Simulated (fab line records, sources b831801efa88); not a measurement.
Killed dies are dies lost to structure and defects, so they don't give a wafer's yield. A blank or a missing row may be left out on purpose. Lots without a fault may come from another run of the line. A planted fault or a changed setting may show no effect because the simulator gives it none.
Which tool did it? | flow gf180mcu | 6 lots, 18 wafers sampled, at 2 steps of a route of 602

WHAT THE GAUGES READ, wafer by wafer
GF_STI_CD_MEAS_12: target cd 220 nm.
lot  | measured    | on        | cd_nm (nm)
L396 | day 2 06:48 | cd_sem-02 | 219.8 219.9 219.1
L398 | day 2 16:52 | cd_sem-02 | 221.1 221.3 220.6
L400 | day 3 02:41 | cd_sem-01 | 217.9 218.8 218.7
L402 | day 3 13:13 | cd_sem-01 | 220.1 220.6 220.3
L411 | day 5 14:58 | cd_sem-01 | 218.9 216.3 219.6
L413 | day 5 22:00 | cd_sem-01 | 220.9 220.5 220.7

WHICH TOOL RAN EACH LOT (tool, then ch and the chambers of the sampled wafers, then the start)
lot  | GF_STI_PEB_10
L396 | litho_track-02 ch 0, day 2 06:27
L398 | litho_track-04 ch 0, day 2 16:31
L400 | litho_track-02 ch 0, day 3 02:22
L402 | litho_track-03 ch 0, day 3 12:55
L411 | litho_track-03 ch 0, day 5 14:40
L413 | litho_track-04 ch 0, day 5 21:39
- GF_STI_PEB_10: peb time 90 s.

THE ANSWER, worked out from the rows above alone
Rule: what is usual is taken from the lots themselves. Put in order of their means at a reading, lots are off if they are a third of the lots or fewer, leave a main group of 4 or more, and stand apart from it by a gap of 3 or more times the standard deviation of the main group's means; of several such gaps the widest counts. A main group whose means are all the same, to the digits that the tables above print for the reading, isn't used. A lot without any number at a reading at which 4 lots or more have one is off too. The other lots that the step has rows for count as sound.
No lot is off at any reading shown: from this, nothing can be told.

WHAT THE SIMULATOR HAD PUT IN
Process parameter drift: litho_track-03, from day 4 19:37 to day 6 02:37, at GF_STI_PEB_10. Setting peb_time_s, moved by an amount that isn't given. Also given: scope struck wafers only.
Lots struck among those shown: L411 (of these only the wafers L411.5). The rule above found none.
